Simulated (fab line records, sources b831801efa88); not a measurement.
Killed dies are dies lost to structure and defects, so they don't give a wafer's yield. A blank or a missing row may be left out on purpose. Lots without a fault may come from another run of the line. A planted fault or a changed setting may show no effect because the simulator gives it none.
fab line records | flow sky130
record lots=12 wafers=36 last_day=50
route steps=708 shown VIA2@529 CAPM@537 METAL3@567 PAD_OPEN@708
lots that met no fault: from a run of the same line without faults
start_h: hours from the record's first day to the start of the lot's first wafer shown | wait_h: hours since the lot's step before | " the same as in the row above | L1.1+2: a row that stands for several wafers | - no value, or no start given | * or withheld: withheld | < > ~ a bound
route shown NAME@n: a module of which the file shows steps, and the number in the route of the first | usual: mean/standard deviation of fault-free wafers | same: alike in all rows | chamber/n: place in a boat | sites: the reading at each site | _std_site: their standard deviation | _edge_site: outer sites' mean less inner sites' | radius_mm: how far each site lies from the wafer's centre | mask NAME#n: copy n | behind: the tool/chamber that last shaped the wafer | hold: why the lot was held/for how many hours/how that ended | device: the transistor (n, p or np) that didn't switch | end of line: the same wafers' tests at the end of the route | a step without rows: its recipe alone | killed: dies lost to structure and defects at the first sort, not the wafer's yield | map: a wafer's dies, x killed, . not, _ none there
set.NAME: the setting as run; set.NAME@STEP: as run at that earlier step | model.NAME: the simulator's own value behind a step, which no gauge read
steps of the route over a sample of lots; a table a step, a row a wafer
services: from which hour (start_h, from the record's first day; less than 0 if before it) a tool's chamber was out of use, for how many hours, and why
## steps
# step SKY_VIA2_RS_MEAS_22
# recipe thk_meas_gauge=four-point-probe reads=W_of_VIA2_CVD_21+TiN_of_VIA2_SPUTTER_20
# usual VIA2_W_RS=0.275/0.0031
# columns lot.wafer tool chamber start_h wait_h VIA2_W_RS[ohm/sq]
L947.1 film_metro-03 - 849.19 0.1 0.275
L947.4 " - " " 0.274
L947.6 " - " " 0.273
L948.1 film_metro-03 - 892.29 0.1 0.279
L948.2 " - " " 0.278
L948.6 " - " " 0.280
L952.2 film_metro-04 - 900.89 0.1 0.274
L952.5 " - " " 0.274
L952.6 " - " " 0.271
L951.3 film_metro-03 - 902.54 0.1 0.277
L951.4 " - " " 0.274
L951.5 " - " " 0.276
L954.2 film_metro-04 - 908.71 0.1 0.274
L954.5 " - " " 0.275
L954.6 " - " " 0.278
L953.3 film_metro-03 - 911.73 0.1 0.271
L953.5 " - " " 0.272
L953.6 " - " " 0.275
L956.1 film_metro-04 - 917.12 0.1 0.274
L956.5 " - " " 0.276
L956.6 " - " " 0.271
L955.1 film_metro-01 - 921.53 0.1 0.276
L955.2 " - " " 0.275
L955.4 " - " " 0.276
L958.1 film_metro-03 - 928.78 0.1 0.282
L958.2 " - " " 0.278
L958.4 " - " " 0.283
L962.2 film_metro-03 - 961.33 0.1 0.272
L962.4 " - " " 0.277
L962.5 " - " " 0.274
L964.2 film_metro-01 - 976.66 0.1 0.273
L964.4 " - " " 0.276
L964.6 " - " " 0.275
L969.1 film_metro-03 - 1005.49 0.1 0.275
L969.2 " - " " 0.277
L969.5 " - " " 0.275
# step SKY_CAPM_CVD_00
# recipe material=SiO2 target_thk_nm=15.5 temp_c=400 time_s=withheld rf_w=450
# usual heater_power_w=738/81
# columns lot.wafer tool chamber start_h wait_h heater_power_w
L947.1 pecvd-02 2 849.83 0.0 726
L947.4 " 2 " " 715
L947.6 " 0 " " 675
L948.1 pecvd-02 2 892.93 0.0 829
L948.2 " 1 " " 688
L948.6 " 1 " " 717
L952.2 pecvd-03 1 901.51 0.0 601
L952.5 " 0 " " 771
L952.6 " 2 " " 864
L951.3 pecvd-02 0 903.13 0.0 634
L951.4 " 2 " " 708
L951.5 " 1 " " 744
L954.2 pecvd-01 1 909.35 0.0 676
L954.5 " 2 " " 836
L954.6 " 1 " " 674
L953.3 pecvd-03 1 912.32 0.0 644
L953.5 " 2 " " 753
L953.6 " 1 " " 654
L956.1 pecvd-01 1 917.76 0.0 731
L956.5 " 2 " " 877
L956.6 " 1 " " 724
L955.1 pecvd-03 2 922.16 0.0 857
L955.2 " 0 " " 746
L955.4 " 1 " " 651
L958.1 pecvd-01 2 929.41 0.0 809
L958.2 " 0 " " 644
L958.4 " 1 " " 627
L962.2 pecvd-01 1 961.94 0.0 645
L962.4 " 0 " " 752
L962.5 " 2 " " 809
L964.2 pecvd-01 1 977.27 0.0 769
L964.4 " 0 " " 682
L964.6 " 1 " " 764
L969.1 pecvd-02 1 1006.13 0.0 723
L969.2 " 0 " " 687
L969.5 " 1 " " 709
# step SKY_CAPM_THK_MEAS_01
# recipe reads=SiO2_of_CAPM_CVD_00
# usual CAPM_CVD_00_THK=15.59/0.23
# columns lot.wafer tool chamber start_h wait_h CAPM_CVD_00_THK[nm]
L947.1 film_metro-01 - 849.85 - 15.87
L947.4 " - " " 15.98
L947.6 " - " " 15.93
L948.1 film_metro-02 - 892.95 - 15.94
L948.2 " - " " 15.62
L948.6 " - " " 15.68
L952.2 film_metro-02 - 901.54 - 15.43
L952.5 " - " " 15.76
L952.6 " - " " 15.68
L951.3 film_metro-01 - 903.17 - 15.68
L951.4 " - " " 16.03
L951.5 " - " " 15.73
L954.2 film_metro-04 - 909.38 - 15.46
L954.5 " - " " 15.56
L954.6 " - " " 15.57
L953.3 film_metro-02 - 912.37 - 15.37
L953.5 " - " " 15.83
L953.6 " - " " 15.54
L956.1 film_metro-04 - 917.78 - 15.11
L956.5 " - " " 15.64
L956.6 " - " " 15.53
L955.1 film_metro-01 - 922.19 - 15.50
L955.2 " - " " 15.30
L955.4 " - " " 15.49
L958.1 film_metro-02 - 929.44 - 15.44
L958.2 " - " " 15.20
L958.4 " - " " 15.40
L962.2 film_metro-02 - 961.98 - 19.92
L962.4 " - " " 20.45
L962.5 " - " " 15.59
L964.2 film_metro-01 - 977.31 - 20.12
L964.4 " - " " 20.54
L964.6 " - " " 20.15
L969.1 film_metro-01 - 1006.16 - 15.39
L969.2 " - " " 15.39
L969.5 " - " " 15.52
# step SKY_CAPM_RS_MEAS_03
# recipe thk_meas_gauge=four-point-probe reads=TiN_of_CAPM_SPUTTER_02
# usual CAPM_TIN_RS=6.92/0.096
# columns lot.wafer tool chamber start_h wait_h CAPM_TIN_RS[ohm/sq]
L947.1 film_metro-04 - 850.02 0.1 6.83
L947.4 " - " " 6.86
L947.6 " - " " 6.87
L948.1 film_metro-04 - 893.12 0.1 7.05
L948.2 " - " " 7.10
L948.6 " - " " 6.97
L952.2 film_metro-02 - 901.72 0.1 6.88
L952.5 " - " " 6.78
L952.6 " - " " 6.92
L951.3 film_metro-04 - 903.36 0.1 7.03
L951.4 " - " " 7.16
L951.5 " - " " 7.05
L954.2 film_metro-02 - 909.56 0.1 6.84
L954.5 " - " " 6.80
L954.6 " - " " 6.84
L953.3 film_metro-01 - 912.56 0.1 6.89
L953.5 " - " " 7.02
L953.6 " - " " 6.91
L956.1 film_metro-02 - 917.95 0.1 6.87
L956.5 " - " " 6.71
L956.6 " - " " 6.82
L955.1 film_metro-04 - 922.36 0.1 6.96
L955.2 " - " " 6.94
L955.4 " - " " 7.10
L958.1 film_metro-01 - 929.60 0.1 6.91
L958.2 " - " " 6.98
L958.4 " - " " 6.88
L962.2 film_metro-02 - 962.16 0.1 6.75
L962.4 " - " " 6.95
L962.5 " - " " 6.83
L964.2 film_metro-02 - 977.49 0.1 6.86
L964.4 " - " " 6.82
L964.6 " - " " 6.88
L969.1 film_metro-01 - 1006.33 0.1 6.95
L969.2 " - " " 6.95
L969.5 " - " " 6.96
# step SKY_CAPM_OVL_MEAS_12
# usual CAPM_OVL=-0.6/1.2
# columns lot.wafer tool chamber start_h wait_h CAPM_OVL[nm]
L947.1 overlay-02 - 876.89 0.1 1.5
L947.4 " - " " 1.1
L947.6 " - " " 1.5
L948.1 overlay-01 - 917.65 0.1 0.2
L948.2 " - " " -1.2
L948.6 " - " " -0.2
L952.2 overlay-01 - 925.80 0.1 -4.2
L952.5 " - " " -2.1
L952.6 " - " " -2.9
L951.3 overlay-01 - 927.26 0.1 -0.1
L951.4 " - " " -0.1
L951.5 " - " " -1.9
L954.2 overlay-01 - 933.39 0.1 1.8
L954.5 " - " " 0.4
L954.6 " - " " -0.7
L953.3 overlay-02 - 936.41 0.1 -0.8
L953.5 " - " " -0.6
L953.6 " - " " -1.5
L956.1 overlay-01 - 942.15 0.1 -2.1
L956.5 " - " " -0.4
L956.6 " - " " -1.5
L955.1 overlay-02 - 945.80 0.1 0.7
L955.2 " - " " 0.3
L955.4 " - " " 0.0
L958.1 overlay-01 - 953.60 0.1 -0.5
L958.2 " - " " -0.2
L958.4 " - " " -1.3
L962.2 overlay-02 - 985.70 0.1 -0.5
L962.4 " - " " -1.3
L962.5 " - " " -0.5
L964.2 overlay-01 - 1000.65 0.1 0.0
L964.4 " - " " -0.4
L964.6 " - " " -1.7
L969.1 overlay-01 - 1028.94 0.1 0.5
L969.2 " - " " 1.4
L969.5 " - " " 0.5
# step SKY_METAL3_ETCH_17
# recipe target=SiO2 stop_on=TiN chemistry=C4F8/O2/Ar source_w=1500 bias_w=1200 pressure_mtorr=40 c4f8_flow_sccm=withheld O2_flow_sccm=6 Ar_flow_sccm=300 time_s=3.9 target_depth_a=150
# usual bias_w=1200/3.7 oes_product_au=0.756/0.0069
# columns lot.wafer tool chamber start_h wait_h bias_w oes_product_au rf_hours_counter_h
L947.1 rie_diel-04 1 904.17 0.1 1196 0.762 20
L947.4 " 3 " " 1196 0.766 12
L947.6 " 0 " " 1200 0.767 -
L948.1 rie_diel-01 1 942.92 0.1 1201 0.765 19
L948.2 " 0 " " 1205 0.753 27
L948.6 " 3 " " 1198 0.762 -
L952.2 rie_diel-03 2 951.51 0.1 1203 0.749 11
L952.5 " 2 " " 1201 0.767 -
L952.6 " 1 " " 1198 0.761 -
L951.3 rie_diel-01 1 953.37 0.0 1193 0.762 19
L951.4 " 0 " " 1196 0.768 -
L951.5 " 1 " " 1198 0.764 -
L954.2 rie_diel-03 1 959.18 0.1 1200 0.751 9
L954.5 " 3 " " 1200 0.750 -
L954.6 " 2 " " 1202 0.756 -
L953.3 rie_diel-04 1 961.91 0.0 1196 0.746 22
L953.5 " 0 " " 1195 0.763 -
L953.6 " 3 " " 1198 0.749 -
L956.1 rie_diel-03 1 967.18 0.1 1203 0.743 9
L956.5 " 2 " " 1202 0.761 -
L956.6 " 3 " " 1201 0.753 -
L955.1 rie_diel-04 0 971.57 0.1 1200 0.753 20
L955.2 " 3 " " 1199 0.748 14
L955.4 " 1 " " 1204 0.750 22
L958.1 rie_diel-03 2 979.47 0.1 1200 0.755 12
L958.2 " 3 " " 1198 0.745 6
L958.4 " 0 " " 1206 0.755 8
L962.2 rie_diel-01 3 1009.98 0.1 1200 0.860 26
L962.4 " 3 " " 1200 0.876 -
L962.5 " 1 " " 1203 0.756 -
L964.2 rie_diel-01 1 1024.71 0.1 1198 0.867 22
L964.4 " 2 " " 1197 0.878 8
L964.6 " 1 " " 1203 0.872 -
L969.1 rie_diel-03 0 1053.08 0.1 1202 0.754 10
L969.2 " 3 " " 1201 0.751 9
L969.5 " 1 " " 1205 0.750 -
# step SKY_PAD_OPEN_PROBE_99
# usual defect_limited_yield=82.7/2 killed_at_M0_to_M3=43/7.4 killed_at_M4_up=3.5/2.1 killed_at_contacts=24/5.4 killed_at_front_end=15/4.7 killed_at_other=0.2/0.44 killed_dies=85/10 killed_on_rim=17/4.2 killed_open=47/7.1 killed_short=38/7
# same gross_dies=492 killed_at_back_side=0
# columns lot.wafer tool chamber start_h wait_h defect_limited_yield[%] killed_at_M0_to_M3 killed_at_M4_up killed_at_contacts killed_at_front_end killed_at_other killed_dies killed_on_rim killed_open killed_short
L947.1 prober-01 - 1077.82 0.1 81.3 53 3 25 10 1 92 17 58 34
L947.4 prober-01 - 1077.97 0.2 82.1 38 1 34 15 0 88 21 54 34
L947.6 prober-01 - 1078.07 0.2 81.3 50 4 22 16 0 92 20 41 51
L948.1 prober-02 - 1111.60 0.1 80.7 53 3 24 15 0 95 24 58 37
L948.2 prober-02 - 1111.65 0.1 80.7 54 7 26 8 0 95 14 53 42
L948.6 prober-02 - 1111.85 0.2 82.7 49 2 23 11 0 85 18 48 37
L952.2 prober-01 - 1118.65 0.1 85.0 29 4 29 12 0 74 14 42 32
L952.5 prober-01 - 1118.80 0.2 83.7 49 5 17 9 0 80 18 43 37
L952.6 prober-01 - 1118.85 0.2 81.9 42 8 23 15 1 89 17 42 47
L951.3 prober-02 - 1121.81 0.2 79.7 52 3 35 9 1 100 23 60 40
L951.4 prober-02 - 1121.86 0.2 83.1 35 5 25 18 0 83 19 56 27
L951.5 prober-02 - 1121.91 0.2 83.1 35 1 30 17 0 83 20 42 41
L954.2 prober-01 - 1124.80 0.1 82.7 37 2 24 21 1 85 19 50 35
L954.5 prober-01 - 1124.95 0.2 80.7 56 3 27 9 0 95 18 55 40
L954.6 prober-01 - 1125.00 0.2 81.1 40 2 31 19 1 93 13 52 41
L953.3 prober-02 - 1127.48 0.2 81.5 32 7 24 28 0 91 20 50 41
L953.5 prober-02 - 1127.58 0.2 80.9 40 5 33 15 1 94 17 62 32
L953.6 prober-02 - 1127.63 0.2 84.6 37 2 24 13 0 76 17 44 32
L956.1 prober-01 - 1129.98 0.1 82.1 41 7 30 10 0 88 11 46 42
L956.5 prober-01 - 1130.18 0.2 83.1 35 2 23 23 0 83 18 49 34
L956.6 prober-01 - 1130.23 0.2 83.7 52 0 20 8 0 80 11 37 43
L955.1 prober-02 - 1132.81 0.1 82.5 25 3 37 21 0 86 17 44 42
L955.2 prober-02 - 1132.86 0.1 80.1 42 4 35 17 0 98 21 46 52
L955.4 prober-02 - 1132.96 0.2 80.9 50 6 19 19 0 94 16 57 37
L958.1 prober-02 - 1141.71 0.1 85.0 38 1 22 13 0 74 14 45 29
L958.2 prober-02 - 1141.76 0.1 78.5 43 7 20 36 0 106 17 58 48
L958.4 prober-02 - 1141.86 0.2 81.5 44 2 31 14 0 91 19 52 39
L962.2 prober-02 - 1164.39 0.1 84.3 44 2 21 10 0 77 17 41 36
L962.4 prober-02 - 1164.49 0.2 84.8 42 4 18 11 0 75 16 31 44
L962.5 prober-02 - 1164.54 0.2 84.6 30 7 22 17 0 76 12 38 38
L964.2 prober-02 - 1176.03 0.1 80.7 60 5 23 7 0 95 26 50 45
L964.4 prober-02 - 1176.13 0.2 81.3 49 2 21 20 0 92 29 55 37
L964.6 prober-02 - 1176.23 0.2 83.5 32 4 24 21 0 81 11 47 34
L969.1 prober-01 - 1194.77 0.1 84.1 31 0 30 17 0 78 17 47 31
L969.2 prober-01 - 1194.82 0.1 83.7 39 0 27 14 0 80 15 52 28
L969.5 prober-01 - 1194.97 0.2 86.8 32 0 20 13 0 65 11 43 22
# killed by level:class
L947.1 VIA1:geometric_particle:open=17 VIA3:geometric_particle:open=10 CONTACT:geometric_particle:open=9 LI_CONTACT:geometric_particle:open=7 VIA2:geometric_particle:open=7 VIA1:geometric_particle:short=6 FIELD_ISO:geometric_particle:short=4 CONTACT:geometric_particle:short=4
L947.4 CONTACT:geometric_particle:open=13 VIA1:geometric_particle:open=8 VIA2:geometric_particle:open=8 FIELD_ISO:geometric_particle:open=6 FIELD_ISO:geometric_particle:short=6 LI_CONTACT:geometric_particle:open=5 VIA3:geometric_particle:open=5 CONTACT:geometric_particle:short=5
L947.6 VIA1:geometric_particle:open=12 VIA2:geometric_particle:open=9 CONTACT:geometric_particle:open=8 FIELD_ISO:geometric_particle:short=7 CONTACT:geometric_particle:short=6 METAL1:geometric_particle:short=6 POLY_GATE:geometric_particle:short=5 LOCAL_INTERCONNECT:geometric_particle:short=4
L948.1 VIA1:geometric_particle:open=17 CONTACT:geometric_particle:open=9 METAL1:geometric_particle:short=8 LI_CONTACT:geometric_particle:open=7 VIA3:geometric_particle:open=7 FIELD_ISO:geometric_particle:open=5 METAL2:geometric_particle:short=5 POLY_GATE:geometric_particle:open=5
L948.2 VIA1:geometric_particle:open=17 LOCAL_INTERCONNECT:geometric_particle:short=12 VIA2:geometric_particle:open=9 LI_CONTACT:geometric_particle:open=5 CONTACT:geometric_particle:open=5 VIA1:geometric_particle:short=5 METAL1:geometric_particle:short=4 METAL4:geometric_particle:short=4
L948.6 VIA1:geometric_particle:open=14 LI_CONTACT:geometric_particle:open=8 VIA3:geometric_particle:open=5 CONTACT:geometric_particle:open=5 METAL2:geometric_particle:short=5 METAL1:geometric_particle:short=5 VIA2:geometric_particle:open=5 FIELD_ISO:geometric_particle:short=4
L952.2 LOCAL_INTERCONNECT:geometric_particle:short=9 CONTACT:geometric_particle:open=9 LI_CONTACT:geometric_particle:open=6 VIA1:geometric_particle:open=6 POLY_GATE:geometric_particle:open=5 VIA1:geometric_particle:short=5 VIA3:geometric_particle:open=4 VIA2:geometric_particle:open=4
L952.5 VIA1:geometric_particle:open=10 VIA2:geometric_particle:open=9 VIA1:geometric_particle:short=6 LI_CONTACT:geometric_particle:open=5 LOCAL_INTERCONNECT:geometric_particle:short=5 METAL1:geometric_particle:short=5 VIA2:geometric_particle:short=4 METAL2:geometric_particle:short=4
L952.6 CONTACT:geometric_particle:open=9 VIA1:geometric_particle:open=9 POLY_GATE:geometric_particle:short=6 VIA1:geometric_particle:short=6 METAL4:geometric_particle:short=6 LI_CONTACT:geometric_particle:short=5 VIA2:geometric_particle:short=5 VIA3:geometric_particle:open=5
L951.3 VIA1:geometric_particle:open=19 CONTACT:geometric_particle:open=12 LI_CONTACT:geometric_particle:open=9 VIA2:geometric_particle:open=8 LI_CONTACT:geometric_particle:short=6 VIA3:geometric_particle:open=6 METAL1:geometric_particle:short=5 CONTACT:geometric_particle:short=4
L951.4 VIA2:geometric_particle:open=10 LI_CONTACT:geometric_particle:open=9 CONTACT:geometric_particle:open=9 VIA1:geometric_particle:open=9 FIELD_ISO:geometric_particle:open=6 VIA3:geometric_particle:open=5 FIELD_ISO:geometric_particle:short=4 POLY_GATE:geometric_particle:open=3
L951.5 LI_CONTACT:geometric_particle:open=10 VIA1:geometric_particle:open=10 CONTACT:geometric_particle:short=7 LOCAL_INTERCONNECT:geometric_particle:short=6 VIA2:geometric_particle:open=6 FIELD_ISO:geometric_particle:short=4 CONTACT:geometric_particle:open=4 METAL2:geometric_particle:short=4
L954.2 CONTACT:geometric_particle:open=14 VIA2:geometric_particle:open=7 POLY_GATE:geometric_particle:open=6 LI_CONTACT:geometric_particle:open=6 VIA1:geometric_particle:short=6 POLY_GATE:geometric_particle:short=5 VIA1:geometric_particle:open=5 VIA3:geometric_particle:open=5
L954.5 LOCAL_INTERCONNECT:geometric_particle:short=10 VIA3:geometric_particle:open=10 VIA2:geometric_particle:open=9 CONTACT:geometric_particle:open=8 METAL1:geometric_particle:short=8 VIA1:geometric_particle:open=8 METAL2:geometric_particle:short=6 VIA1:geometric_particle:short=4
L954.6 LI_CONTACT:geometric_particle:open=10 VIA1:geometric_particle:open=10 FIELD_ISO:geometric_particle:short=7 CONTACT:geometric_particle:open=7 METAL2:geometric_particle:short=7 VIA2:geometric_particle:open=5 POLY_GATE:geometric_particle:short=4 LOCAL_INTERCONNECT:geometric_particle:open=4
L953.3 LI_CONTACT:geometric_particle:open=9 FIELD_ISO:geometric_particle:open=7 CONTACT:geometric_particle:open=7 POLY_GATE:geometric_particle:short=6 LOCAL_INTERCONNECT:geometric_particle:short=6 POLY_GATE:geometric_particle:open=5 VIA2:geometric_particle:open=5 FIELD_ISO:geometric_particle:short=4
L953.5 CONTACT:geometric_particle:open=16 VIA1:geometric_particle:open=10 LI_CONTACT:geometric_particle:open=8 CONTACT:geometric_particle:short=7 VIA3:geometric_particle:open=7 VIA2:geometric_particle:open=7 FIELD_ISO:geometric_particle:short=4 FIELD_ISO:geometric_particle:open=4
L953.6 CONTACT:geometric_particle:open=12 VIA1:geometric_particle:open=9 METAL1:geometric_particle:short=5 VIA1:geometric_particle:short=5 VIA3:geometric_particle:open=5 VIA2:geometric_particle:open=4 LI_CONTACT:geometric_particle:open=4 FIELD_ISO:geometric_particle:open=3
L956.1 VIA2:geometric_particle:open=13 CONTACT:geometric_particle:open=9 METAL1:geometric_particle:short=7 LI_CONTACT:geometric_particle:short=6 LI_CONTACT:geometric_particle:open=5 CONTACT:geometric_particle:short=5 POLY_GATE:geometric_particle:short=4 VIA1:geometric_particle:open=4
L956.5 CONTACT:geometric_particle:open=10 VIA1:geometric_particle:open=8 LI_CONTACT:geometric_particle:open=7 FIELD_ISO:geometric_particle:open=6 POLY_GATE:geometric_particle:open=5 POLY_GATE:geometric_particle:short=5 SPACER:geometric_particle:open=4 CONTACT:geometric_particle:short=4
L956.6 METAL1:geometric_particle:short=10 VIA3:geometric_particle:open=8 CONTACT:geometric_particle:short=8 CONTACT:geometric_particle:open=7 VIA2:geometric_particle:open=7 VIA1:geometric_particle:open=6 VIA1:geometric_particle:short=5 VIA3:geometric_particle:short=4
L955.1 CONTACT:geometric_particle:short=11 CONTACT:geometric_particle:open=11 LI_CONTACT:geometric_particle:open=8 FIELD_ISO:geometric_particle:short=6 VIA2:geometric_particle:open=6 FIELD_ISO:geometric_particle:open=5 METAL1:geometric_particle:short=4 LI_CONTACT:geometric_particle:short=4
L955.2 CONTACT:geometric_particle:open=12 LOCAL_INTERCONNECT:geometric_particle:short=9 VIA2:geometric_particle:open=8 METAL1:geometric_particle:short=7 VIA1:geometric_particle:open=7 FIELD_ISO:geometric_particle:short=6 LI_CONTACT:geometric_particle:open=6 VIA1:geometric_particle:short=5
L955.4 VIA1:geometric_particle:open=17 CONTACT:geometric_particle:open=11 VIA3:geometric_particle:open=9 METAL1:geometric_particle:short=7 POLY_GATE:geometric_particle:short=5 METAL4:geometric_particle:short=5 METAL3:geometric_particle:short=4 POLY_GATE:geometric_particle:open=4
L958.1 VIA2:geometric_particle:open=9 CONTACT:geometric_particle:open=8 LI_CONTACT:geometric_particle:open=6 VIA3:geometric_particle:short=6 POLY_GATE:geometric_particle:open=5 VIA1:geometric_particle:open=5 FIELD_ISO:geometric_particle:open=4 METAL1:geometric_particle:short=4
L958.2 VIA1:geometric_particle:open=18 FIELD_ISO:geometric_particle:open=10 CONTACT:geometric_particle:open=10 POLY_GATE:geometric_particle:short=10 FIELD_ISO:geometric_particle:short=7 VIA1:geometric_particle:short=7 METAL4:geometric_particle:short=5 SPACER:geometric_particle:open=4
L958.4 LI_CONTACT:geometric_particle:open=12 VIA1:geometric_particle:open=10 VIA2:geometric_particle:open=9 CONTACT:geometric_particle:open=7 CONTACT:geometric_particle:short=6 METAL1:geometric_particle:short=6 SPACER:geometric_particle:short=4 LI_CONTACT:geometric_particle:short=4
L962.2 METAL1:geometric_particle:short=12 VIA1:geometric_particle:open=10 CONTACT:geometric_particle:open=9 CONTACT:geometric_particle:short=5 VIA2:geometric_particle:open=4 VIA1:geometric_particle:short=4 FIELD_ISO:geometric_particle:open=3 LI_CONTACT:geometric_particle:short=3
L962.4 METAL1:geometric_particle:short=9 VIA1:geometric_particle:short=7 VIA1:geometric_particle:open=6 CONTACT:geometric_particle:open=5 VIA3:geometric_particle:open=5 LI_CONTACT:geometric_particle:open=4 CONTACT:geometric_particle:short=4 METAL2:geometric_particle:short=4
L962.5 CONTACT:geometric_particle:open=7 METAL1:geometric_particle:short=6 VIA1:geometric_particle:open=6 FIELD_ISO:geometric_particle:short=5 LI_CONTACT:geometric_particle:open=5 CONTACT:geometric_particle:short=4 VIA2:geometric_particle:open=4 VIA3:geometric_particle:open=4
L964.2 VIA1:geometric_particle:open=21 METAL1:geometric_particle:short=10 VIA2:geometric_particle:open=8 LOCAL_INTERCONNECT:geometric_particle:short=8 LI_CONTACT:geometric_particle:open=6 FIELD_ISO:geometric_particle:short=5 CONTACT:geometric_particle:open=5 METAL2:geometric_particle:short=5
L964.4 VIA1:geometric_particle:open=12 VIA3:geometric_particle:open=9 LI_CONTACT:geometric_particle:open=7 CONTACT:geometric_particle:open=6 POLY_GATE:geometric_particle:open=5 POLY_GATE:geometric_particle:short=5 METAL2:geometric_particle:open=5 METAL2:geometric_particle:short=5
L964.6 POLY_GATE:geometric_particle:open=8 VIA1:geometric_particle:open=8 CONTACT:geometric_particle:open=8 LOCAL_INTERCONNECT:geometric_particle:short=7 FIELD_ISO:geometric_particle:short=6 VIA2:geometric_particle:open=6 LI_CONTACT:geometric_particle:open=6 METAL1:geometric_particle:short=6
L969.1 CONTACT:geometric_particle:open=11 VIA1:geometric_particle:open=8 FIELD_ISO:geometric_particle:short=7 VIA2:geometric_particle:open=7 LI_CONTACT:geometric_particle:open=6 LOCAL_INTERCONNECT:geometric_particle:short=6 FIELD_ISO:geometric_particle:open=4 CONTACT:geometric_particle:short=4
L969.2 VIA1:geometric_particle:open=11 CONTACT:geometric_particle:open=9 LI_CONTACT:geometric_particle:open=9 VIA2:geometric_particle:open=7 POLY_GATE:geometric_particle:short=5 FIELD_ISO:geometric_particle:open=4 METAL2:geometric_particle:short=4 VIA3:geometric_particle:open=4
L969.5 VIA2:geometric_particle:open=9 VIA1:geometric_particle:open=8 LI_CONTACT:geometric_particle:open=6 CONTACT:geometric_particle:open=5 VIA3:geometric_particle:open=4 FIELD_ISO:geometric_particle:short=3 FIELD_ISO:geometric_particle:open=3 POLY_GATE:geometric_particle:open=3
## services
# columns tool chamber start_h hours kind
rie_diel-04 0 840.16 13.7 repair
rie_diel-04 3 843.02 24.5 repair
rie_diel-03 0 846.48 2.6 repair
rie_diel-01 3 846.98 4.5 repair
rie_diel-01 3 856.70 1.3 repair
rie_diel-01 1 863.87 10.1 repair
rie_diel-04 - 867.33 2.8 pm
pecvd-01 2 868.26 5.5 scheduled_down
rie_diel-04 0 905.17 6.4 repair
rie_diel-01 - 922.33 4.1 repair
pecvd-02 0 923.82 5.5 scheduled_down
rie_diel-03 3 925.50 31.2 repair
rie_diel-01 2 939.47 2.4 repair
rie_diel-01 3 949.26 9.5 repair
pecvd-02 2 966.45 6.3 repair
pecvd-01 - 982.94 2.8 pm
pecvd-03 0 989.84 4.4 repair
pecvd-02 2 1003.80 13.5 repair
pecvd-03 - 1006.42 2.8 pm
rie_diel-03 0 1013.79 3.9 repair
rie_diel-03 3 1016.11 10.8 repair
pecvd-02 - 1040.91 6.0 pm
rie_diel-04 3 1044.22 5.0 repair
pecvd-01 2 1047.31 2.1 scheduled_down
## key
first_sign step=SKY_CAPM_THK_MEAS_01 reading=CAPM_CVD_00_THK direction=up sigmas=21 usual=15.59 struck=20.24
effect step=SKY_METAL3_ETCH_17 reading=oes_product_au direction=up sigmas=17 usual=0.756 struck=0.870
met_at SKY_CAPM_CVD_00
struck_lots L962,L964
struck_wafers L962.2,L962.4,L964.2,L964.4,L964.6
not_acting_at SKY_VIA2_RS_MEAS_22,SKY_CAPM_RS_MEAS_03,SKY_CAPM_OVL_MEAS_12
onset_between 929.41 961.94
fault kind=process_parameter_drift tool=pecvd-01 chamber=- onset_h=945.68 steps=SKY_CAPM_CVD_00 channel=target_thk_nm offset=4.8798 shape=step end_h=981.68 scope=struck_wafers_only acts_in=these_recipes_only stated=15.5
